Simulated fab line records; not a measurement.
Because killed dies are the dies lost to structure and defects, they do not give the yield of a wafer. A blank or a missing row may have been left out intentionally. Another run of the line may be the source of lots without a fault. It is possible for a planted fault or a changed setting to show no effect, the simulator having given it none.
fab line records	flow sky130	part 2 of 2: steps 27 to 35 of 35
[record] lots = 5	wafers = 15	lastDay = 50
route steps=708 shown METAL4@638 VIA4@639 METAL5@661
lots that met no fault: taken from a fault-free run of the same line
startH: the number of hours between the record's first day and the start of the first shown wafer of the lot	waitH: hours since the lot's step before	" as in the row above	L1.1+2: a single row standing in for several wafers	- no value, or no start was given	* or withheld: withheld	< > ~ a bound
route shown NAME@n: NAME is a module with steps in the file, n the number in the route of the first one	usual: mean/standard deviation taken from wafers without a fault	same: alike in all rows	chamber/n: place in a boat	sites: the reading at each site	_std_site: standard deviation across them	_edge_site: mean of outer sites minus mean of inner sites	radiusMm: for every site, how far away it sits from the centre of the wafer	mask NAME#n: copy n	behind: the last tool/chamber to shape the wafer	hold: why the lot was held/for how many hours/how that ended	device: transistor that didn't switch, given as n, p or np	end of line: the route-end tests of the same wafers	a step with no rows: only its recipe	killed: not the wafer's yield, but the dies lost to structure and defects at the first sort	map: dies across one wafer; x = killed, . = not, _ = none there
set.NAME: the setting the step ran with; set.NAME@STEP: the setting that earlier step ran with	model.NAME: the simulator's own value behind a step, which no gauge read
lots seen at some steps along the route; tables by step, rows by wafer
services: the hour from which a tool's chamber was out of use, counted from the record's first day as startH (under 0 if before that day), plus the number of hours and why
[[steps]]
[step SKY_METAL5_SPUTTER_03]
[recipe] material = Ti	targetThkNm = 5	powerW = 3000	timeS = 3.3	chamberPressurePa = 0.4
[usual] throttleValvePct = 29.4/1
lot.wafer	tool	chamber	startH	waitH	throttleValvePct
L080.1	pvdSputter-03	-	1056.35	0.0	28.6
L080.2	"	-	"	"	27.9
L080.6	"	-	"	"	29.8
L079.3	pvdSputter-04	-	1056.42	0.0	29.2
L079.4	"	-	"	"	31.2
L079.5	"	-	"	"	29.1
L088.1	pvdSputter-04	-	1103.51	0.0	30.7
L088.4	"	-	"	"	29.0
L088.5	"	-	"	"	30.2
L091.3	pvdSputter-02	-	1121.80	0.0	30.3
L091.4	"	-	"	"	30.5
L091.6	"	-	"	"	28.0
L095.1	pvdSputter-03	-	1142.30	0.0	27.8
L095.5	"	-	"	"	28.0
L095.6	"	-	"	"	30.1
[step SKY_METAL5_SPUTTER_04]
[recipe] material = TiN	targetThkNm = 70	powerW = 6500	timeS = 58.3	chamberPressurePa = 0.4
[usual] throttleValvePct = 29.4/1
lot.wafer	tool	chamber	startH	waitH	throttleValvePct
L080.1	pvdSputter-03	-	1056.37	0.0	28.7
L080.2	"	-	"	"	28.0
L080.6	"	-	"	"	30.1
L079.3	pvdSputter-04	-	1056.43	0.0	28.8
L079.4	"	-	"	"	31.5
L079.5	"	-	"	"	28.9
L088.1	pvdSputter-04	-	1103.53	0.0	30.5
L088.4	"	-	"	"	28.9
L088.5	"	-	"	"	30.3
L091.3	pvdSputter-02	-	1121.82	0.0	30.2
L091.4	"	-	"	"	30.4
L091.6	"	-	"	"	28.2
L095.1	pvdSputter-03	-	1142.32	0.0	27.9
L095.5	"	-	"	"	28.1
L095.6	"	-	"	"	30.1
[step SKY_METAL5_RS_MEAS_05]
[recipe] thkMeasGauge = four-point-probe	reads = TiN_of_METAL5_SPUTTER_04+Ti_of_METAL5_SPUTTER_03+AlCu_of_METAL5_SPUTTER_02+TiN_of_METAL5_SPUTTER_01+Ti_of_METAL5_SPUTTER_00
[usual] METAL5_ALCU_RS = 0.0270/0.00035
lot.wafer	tool	chamber	startH	waitH	METAL5_ALCU_RS[ohm/sq]
L080.1	filmMetro-04	-	1056.42	0.0	0.0267
L080.2	"	-	"	"	0.0274
L080.6	"	-	"	"	0.0265
L079.3	filmMetro-01	-	1056.52	0.1	0.0270
L079.4	"	-	"	"	0.0266
L079.5	"	-	"	"	0.0271
L088.1	filmMetro-04	-	1103.58	0.0	0.0275
L088.4	"	-	"	"	0.0274
L088.5	"	-	"	"	0.0273
L091.3	filmMetro-03	-	1121.91	0.1	0.0267
L091.4	"	-	"	"	0.0266
L091.6	"	-	"	"	0.0269
L095.1	filmMetro-03	-	1142.36	0.0	0.0273
L095.5	"	-	"	"	0.0270
L095.6	"	-	"	"	0.0269
[step SKY_METAL5_THK_MEAS_06]
[recipe] thkMeasGauge = xrf	reads = AlCu_of_METAL5_SPUTTER_02
[usual] METAL5_ALCU_THK = 1133/18
lot.wafer	tool	chamber	startH	waitH	METAL5_ALCU_THK[nm]
L080.1	filmMetro-04	-	1056.54	0.1	1136
L080.2	"	-	"	"	1109
L080.6	"	-	"	"	1147
L079.3	filmMetro-01	-	1056.62	0.1	1134
L079.4	"	-	"	"	1139
L079.5	"	-	"	"	1128
L088.1	filmMetro-04	-	1103.70	0.1	1107
L088.4	"	-	"	"	1111
L088.5	"	-	"	"	1116
L091.3	filmMetro-03	-	1122.01	0.1	1154
L091.4	"	-	"	"	1157
L091.6	"	-	"	"	1149
L095.1	filmMetro-03	-	1142.48	0.1	1126
L095.5	"	-	"	"	1140
L095.6	"	-	"	"	1141
[step SKY_METAL5_DEHYDRATE_07]
[recipe] tempC = 200	timeS = 60
[usual] chillPlateTempC = 22.99/0.11
lot.wafer	tool	chamber	startH	waitH	chillPlateTempC
L080.1	lithoTrack-01	0	1066.26	9.7	23.02
L080.2	"	0	"	"	23.02
L080.6	"	0	"	"	23.05
L079.3	lithoTrack-03	0	1066.80	10.2	22.97
L079.4	"	0	"	"	23.18
L079.5	"	0	"	"	23.03
L088.1	lithoTrack-04	0	1113.12	9.4	23.13
L088.4	"	0	"	"	23.14
L088.5	"	0	"	"	23.10
L091.3	lithoTrack-03	0	1129.95	7.9	22.83
L091.4	"	0	"	"	23.04
L091.6	"	0	"	"	23.05
L095.1	lithoTrack-03	0	1150.45	8.0	23.00
L095.5	"	0	"	"	22.95
L095.6	"	0	"	"	22.86
[step SKY_METAL5_HMDS_08]
[recipe] primeTimeS = 60	primeTempC = 120
[usual] chillPlateTempC = 23.01/0.11
lot.wafer	tool	chamber	startH	waitH	chillPlateTempC
L080.1	lithoTrack-01	0	1066.41	0.1	22.86
L080.2	"	0	"	"	22.91
L080.6	"	0	"	"	23.06
L079.3	lithoTrack-03	0	1066.95	0.1	22.92
L079.4	"	0	"	"	22.94
L079.5	"	0	"	"	23.02
L088.1	lithoTrack-04	0	1113.27	0.1	23.11
L088.4	"	0	"	"	23.12
L088.5	"	0	"	"	22.94
L091.3	lithoTrack-03	0	1130.10	0.1	23.08
L091.4	"	0	"	"	23.11
L091.6	"	0	"	"	23.19
L095.1	lithoTrack-03	0	1150.60	0.1	22.97
L095.5	"	0	"	"	22.95
L095.6	"	0	"	"	22.97
[step SKY_METAL5_COAT_09]
[recipe] resist = NOVOLAK	spinRpm = 3000	resistThkNm = 1800
[usual] chillPlateTempC = 22.97/0.097
lot.wafer	tool	chamber	startH	waitH	chillPlateTempC
L080.1	lithoTrack-01	0	1066.56	0.1	22.96
L080.2	"	0	"	"	22.99
L080.6	"	0	"	"	22.77
L079.3	lithoTrack-03	0	1067.10	0.1	23.07
L079.4	"	0	"	"	23.14
L079.5	"	0	"	"	23.21
L088.1	lithoTrack-04	0	1113.42	0.1	22.93
L088.4	"	0	"	"	22.74
L088.5	"	0	"	"	22.95
L091.3	lithoTrack-03	0	1130.25	0.1	23.07
L091.4	"	0	"	"	22.94
L091.6	"	0	"	"	23.01
L095.1	lithoTrack-03	0	1150.75	0.1	23.10
L095.5	"	0	"	"	23.04
L095.6	"	0	"	"	22.99
[step SKY_METAL5_SOFTBAKE_10]
[recipe] tempC = 90	timeS = 62.38	resist = NOVOLAK
[usual] chillPlateTempC = 23.01/0.11	plateSensorTCentreC = 90.757/0.011	plateSensorTEdgeC = 90.830/0.0094
lot.wafer	tool	chamber	startH	waitH	chillPlateTempC	plateSensorTCentreC	plateSensorTEdgeC
L080.1	lithoTrack-01	0	1066.71	0.1	23.05	90.774	90.819
L080.2	"	0	"	"	22.90	90.750	90.826
L080.6	"	0	"	"	22.95	90.753	90.826
L079.3	lithoTrack-03	0	1067.25	0.1	22.91	90.768	90.836
L079.4	"	0	"	"	23.09	90.751	90.822
L079.5	"	0	"	"	23.10	90.761	90.822
L088.1	lithoTrack-04	0	1113.57	0.1	23.17	90.769	90.845
L088.4	"	0	"	"	22.95	90.739	90.813
L088.5	"	0	"	"	23.00	90.751	90.832
L091.3	lithoTrack-03	0	1130.40	0.1	23.15	90.767	90.822
L091.4	"	0	"	"	23.04	90.755	90.848
L091.6	"	0	"	"	23.18	90.756	90.854
L095.1	lithoTrack-03	0	1150.90	0.1	23.05	90.744	90.828
L095.5	"	0	"	"	23.11	90.752	90.820
L095.6	"	0	"	"	23.06	90.744	90.839
[step SKY_METAL5_EXPOSE_11]
[recipe] maskId = MM5	na = 0.6	sourceShape = conventional	sigmaOuter = 0.6	polarization = unpolarized	targetCdNm = 1600	doseMj = 190
lot.wafer	tool	chamber	startH	waitH	mask
L080.1+2+6	ilineStepper-02	0	-	-	MM5#0
L079.3+4+5	ilineStepper-01	0	-	-	MM5#0
L088.1+4+5	ilineStepper-01	0	-	-	MM5#0
L091.3+4+6	ilineStepper-02	0	-	-	MM5#0
L095.1+5+6	ilineStepper-01	0	-	-	MM5#0
[[services]]
tool	chamber	startH	hours	kind
cvdW-01	1	1009.67	17.1	repair
ilineStepper-02	-	1017.73	2.1	pm
pvdSputter-04	-	1023.68	0.9	repair
rieDiel-01	1	1025.43	3.1	repair
ilineStepper-02	-	1027.60	1.7	pm
cmp-02	-	1028.33	2.2	repair
rieDiel-03	1	1034.36	6.4	repair
wetBench-04	-	1038.39	1.0	repair
hdpcvd-01	1	1047.59	12.4	repair
cmp-01	-	1049.66	1.7	repair
cmp-02	-	1058.57	3.3	repair
pvdSputter-01	-	1066.42	2.5	repair
cmp-02	-	1074.14	2.7	repair
cmp-01	-	1081.79	4.0	pm
cmp-01	-	1082.52	0.4	repair
cmp-02	-	1087.92	0.8	repair
ilineStepper-01	-	1090.98	3.2	repair
ilineStepper-01	-	1108.06	1.7	pm
pvdSputter-02	-	1113.11	2.0	repair
pvdSputter-03	-	1124.09	3.0	repair
cmp-02	-	1132.25	2.1	pm
cmp-02	-	1138.38	1.6	repair
cmp-01	-	1144.37	0.8	repair
cvdW-01	0	1146.70	3.3	repair
